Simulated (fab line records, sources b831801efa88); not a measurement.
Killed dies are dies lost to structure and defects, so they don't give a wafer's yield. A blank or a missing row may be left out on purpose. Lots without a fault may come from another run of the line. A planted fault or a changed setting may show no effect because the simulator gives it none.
Split-lot experiment | flow sfq_line | 5 lots, 23 wafers read, on a route of 325 steps

THE SPLIT
At SFQ_TRILAYER_I6_VIA_BARC_OPEN_VIA_ETCH_235 (etches BARC in O2, target depth 125 nm, time 41.7 s), the setting time_s was moved away from the recipe's 41.7 s on 11 of the 23 wafers read, by -12.6% to +8.8%. The other wafers ran this setting at the recipe's value.

The reading is taken at the split's own step.

THE READING
oes_product_au, in a.u., at SFQ_TRILAYER_I6_VIA_BARC_OPEN_VIA_ETCH_235 (etches BARC in O2, target depth 125 nm, time 41.7 s). Fault-free wafers of this fab line usually give 0.687 a.u., standard deviation 0.0048 a.u..

wafer  | tool, chamber at the split | time_s as run, s | against the recipe | oes_product_au, a.u. | against lot-mates on the recipe
L074.1 | rie_diel-04, 1             | 36.43            | -12.6%             | 0.728                | +0.039
L074.2 | rie_diel-04, 2             | 36.43            | -12.6%             | 0.724                | +0.035
L074.3 | rie_diel-04, 3             | 36.43            | -12.6%             | 0.729                | +0.040
L074.4 | rie_diel-04, 0             | 41.7             | recipe             | 0.696                | -
L074.5 | rie_diel-04, 2             | 41.7             | recipe             | 0.681                | -
L075.1 | rie_diel-04, 3             | 41.7             | recipe             | 0.682                | -
L075.2 | rie_diel-04, 1             | 36.96            | -11.4%             | 0.731                | +0.048
L075.3 | rie_diel-04, 0             | 41.7             | recipe             | 0.683                | -
L075.4 | rie_diel-04, 2             | 36.96            | -11.4%             | 0.724                | +0.041
L075.6 | rie_diel-04, 1             | 36.96            | -11.4%             | 0.720                | +0.037
L076.3 | rie_diel-03, 1             | 41.7             | recipe             | 0.685                | -
L076.4 | rie_diel-03, 2             | 41.7             | recipe             | 0.688                | -
L076.6 | rie_diel-03, 1             | 41.7             | recipe             | 0.691                | -
L081.1 | rie_diel-01, 2             | 45.37            | +8.8%              | 0.681                | -0.011
L081.2 | rie_diel-01, 3             | 45.37            | +8.8%              | 0.673                | -0.019
L081.3 | rie_diel-01, 1             | 45.37            | +8.8%              | 0.681                | -0.011
L081.4 | rie_diel-01, 0             | 41.7             | recipe             | 0.690                | -
L081.6 | rie_diel-01, 3             | 41.7             | recipe             | 0.694                | -
L084.1 | rie_diel-01, 0             | 41.7             | recipe             | 0.684                | -
L084.2 | rie_diel-01, 3             | 37.18            | -10.8%             | 0.724                | +0.040
L084.3 | rie_diel-01, 2             | 41.7             | recipe             | 0.685                | -
L084.4 | rie_diel-01, 0             | 41.7             | recipe             | 0.683                | -
L084.5 | rie_diel-01, 2             | 37.18            | -10.8%             | 0.719                | +0.035

THE FIT
A straight line over all 23 wafers: oes_product_au changes by -0.00262 a.u. for each +1% of time_s; r = -0.94; the points scatter about the line by 0.007 a.u..
The same after taking each lot's own level away (the mean of its wafers on the recipe; 23 wafers): -0.00288 a.u. for each +1%; r = -0.96; scatter 0.006 a.u..
On that fit, the largest move of time_s shifts the reading by 0.036 a.u..
The lots' own levels span 0.6825 to 0.6920 a.u., that is 2.0 times the standard deviation above.
So the lot-to-lot level changes the slope little: the two slopes agree.
Check: with one of the wafers moved furthest among these (-12.6%) left out of the fit, the line predicts +0.0401 a.u. for it against its lot-mates. It came out at +0.0395 a.u. against them.
Tool readings at the split's step, against how far the setting was moved: oes_product_au r = -0.94.

OTHER SPLITS ON THESE WAFERS
These wafers also went through other splits before the reading. Each is held against what the fit with the lots' levels taken away leaves over:
other split on the same wafers                        | wafers away from the commonest value | r with oes_product_au (lot level and that fit taken away)
SFQ_TRILAYER_JJ_CE_BARC_OPEN_RIE_150 pressure_mtorr   | 10                                   | -0.02
SFQ_TRILAYER_M5_LITHO_EXPOSE_124 dose_mj              | 11                                   | -0.14
SFQ_TRILAYER_M5_BARC_OPEN_METAL_ETCH_161 icp_w        | 11                                   | -0.01
SFQ_TRILAYER_R5_LITHO_COAT_141 resist_thk_nm          | 10                                   | +0.01
SFQ_TRILAYER_R5_ETCH_METAL_ETCH_139 icp_w             | 5                                    | -0.09
SFQ_TRILAYER_I5_LITHO_COAT_144 spin_rpm               | 8                                    | +0.45
SFQ_TRILAYER_I5_BARC_OPEN_VIA_ETCH_200 pressure_mtorr | 15                                   | +0.41
SFQ_TRILAYER_C5_LITHO_PEB_154 peb_temp_c              | 4                                    | +0.46
SFQ_TRILAYER_I6_VIA_LITHO_COAT_169 resist_thk_nm      | 9                                    | -0.20

THE FILE'S OWN FIT
oes_product_au changes by -0.0031 a.u. for each +1% of time_s, r = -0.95.
